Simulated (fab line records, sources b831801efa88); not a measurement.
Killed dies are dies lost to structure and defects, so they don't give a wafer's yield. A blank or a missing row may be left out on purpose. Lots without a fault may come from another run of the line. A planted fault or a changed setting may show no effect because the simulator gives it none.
Problem report in the 8D (eight disciplines) form, filled by code | flow sky130 | the parts of the form that need people (team, actions taken, sign-off) are left out

1. THE PROBLEM
VIA1_W_RS at SKY_VIA1_RS_MEAS_22 reads a mean of 0.462 ohm/sq on 4 wafers of 2 lots; wafers without a fault read 0.432 ohm/sq with a standard deviation of 0.0042. That is +7.2 standard deviations from the usual mean.
The step: measures by four-point-probe.
First seen on wafer L348.3, day 39 16:10, on film_metro-01. The record holds 33 wafers of 11 lots with a number at this step. Rule for "out", or "out of limits": more than 4 standard deviations from the usual mean. The other wafers with a number count as sound.

2. WHAT IT IS AND WHAT IT IS NOT
question                    | is                             | is not
which readings at this step | VIA1_W_RS                      | -
which lots                  | L348, L349                     | L331, L333, L334, L336, L337, L338, L339, L351, L352
which wafers of those lots  | L348.3, L348.4, L348.6, L349.6 | L349.1, L349.5
read on which gauges        | film_metro-01                  | film_metro-02
when                        | from day 39 16:10              | up to then (21 sound wafers); but 8 sound wafers of L349, L351, L352 came after

3. SUSPECTS, AND WHAT RULES EACH OUT
Counting: a tool at a process step up to the reading stays a suspect if it ran every lot that is out. Sound lots after the first of them don't rule it out here, since some wafers of a struck lot are sound.
- the gauge at SKY_VIA1_RS_MEAS_22: kept. All the wafers that are out were read on film_metro-01, and no step on other tools shows them out.
- cvd_w-01 at SKY_VIA1_CVD_21 (deposits W, target thk 270 nm, time 80.902 s): kept. It ran every lot that is out, first L348 (day 39 16:04); its last sound lot up to then is L336 (day 36 02:23).
Left after counting: cvd_w-01 at SKY_VIA1_CVD_21, film_metro-01 at SKY_VIA1_RS_MEAS_22.

4. THE CAUSE (what the simulator had put in)
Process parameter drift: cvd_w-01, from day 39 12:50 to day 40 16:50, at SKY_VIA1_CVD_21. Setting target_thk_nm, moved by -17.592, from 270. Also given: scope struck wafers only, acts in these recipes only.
Counting left 2 suspects, and this tool is among them.

5. THE CHAIN OF EFFECTS, in route order
Each row: a reading whose mean over the struck wafers that have a number lies more than 3 standard deviations from the usual. Only readings for which the record gives a usual standard deviation are gone through. hours: the time from each lot's start at the first step in this table that gives one to its start at this step, as a median over the lots. sigmas: the change in usual standard deviations.
hours | step                 | reading    | usual        | on struck wafers | change | sigmas
0     | SKY_VIA1_RS_MEAS_22  | VIA1_W_RS  | 0.432 ohm/sq | 0.462            | +0.030 | +7.2
0     | SKY_VIA1_THK_MEAS_23 | VIA1_W_THK | 269 nm       | 253              | -16    | -5.0

6. WHAT WOULD HAVE CAUGHT IT SOONER
In this record the first reading out of limits at a measuring or inspecting step was taken at day 39 16:10, 3 hours after the fault began at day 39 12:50.
Of the tool readings at SKY_VIA1_CVD_21 for which the record gives a usual standard deviation, none was out on any struck wafer, so an alarm limit of 4 standard deviations on them would not have fired.
Of the lots that are out (2), L349 began SKY_VIA1_CVD_21 on cvd_w-01 after day 39 16:10. A hold on the tool at that time would have spared it.
